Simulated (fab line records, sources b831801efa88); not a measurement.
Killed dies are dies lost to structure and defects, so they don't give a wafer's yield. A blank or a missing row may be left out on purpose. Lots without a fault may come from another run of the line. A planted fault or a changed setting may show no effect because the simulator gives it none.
Which tool did it? | flow gf180mcu | 6 lots, 18 wafers sampled, at 3 steps of a route of 602

WHAT THE GAUGES READ, wafer by wafer
GF_PSD_RS_MEAS_14: measures by four-point-probe.
lot  | measured     | on            | NSD_RS (ohm/sq)
L711 | day 15 13:46 | film_metro-04 | 45.76 45.75 45.82
L713 | day 16 15:35 | film_metro-04 | 45.81 45.70 45.75
L715 | day 16 23:30 | film_metro-01 | 45.64 45.68 45.76
L717 | day 17 15:05 | film_metro-04 | 45.83 45.77 45.75
L727 | day 21 03:31 | film_metro-01 | 45.78 45.72 45.63
L731 | day 22 11:35 | film_metro-04 | 45.70 45.72 45.83

WHICH TOOL RAN EACH LOT (tool, then ch and the chambers of the sampled wafers, then the start)
lot  | GF_NSD_IMPLANT_10               | GF_PSD_STRIP_10
L711 | implanter-02 ch 0, day 14 15:44 | plasma_asher-01 ch 0,1, day 15 13:28
L713 | implanter-04 ch 0, day 15 16:01 | plasma_asher-01 ch 0,1, day 16 15:16
L715 | implanter-04 ch 0, day 15 23:46 | plasma_asher-03 ch 0,1, day 16 23:12
L717 | implanter-01 ch 0, day 16 15:07 | plasma_asher-02 ch 0,1, day 17 14:46
L727 | implanter-01 ch 0, day 20 02:25 | plasma_asher-03 ch 0,1, day 21 03:13
L731 | implanter-01 ch 0, day 21 11:21 | plasma_asher-01 ch 1, day 22 11:17
- GF_NSD_IMPLANT_10
- GF_PSD_STRIP_10: strips in O2/N2.

THE ANSWER, worked out from the rows above alone
Rule: what is usual is taken from the lots themselves. Put in order of their means at a reading, lots are off if they are a third of the lots or fewer, leave a main group of 4 or more, and stand apart from it by a gap of 3 or more times the standard deviation of the main group's means; of several such gaps the widest counts. A main group whose means are all the same, to the digits that the tables above print for the reading, isn't used. A lot without any number at a reading at which 4 lots or more have one is off too. The other lots that the step has rows for count as sound.
No lot is off at any reading shown: from this, nothing can be told.

WHAT THE SIMULATOR HAD PUT IN
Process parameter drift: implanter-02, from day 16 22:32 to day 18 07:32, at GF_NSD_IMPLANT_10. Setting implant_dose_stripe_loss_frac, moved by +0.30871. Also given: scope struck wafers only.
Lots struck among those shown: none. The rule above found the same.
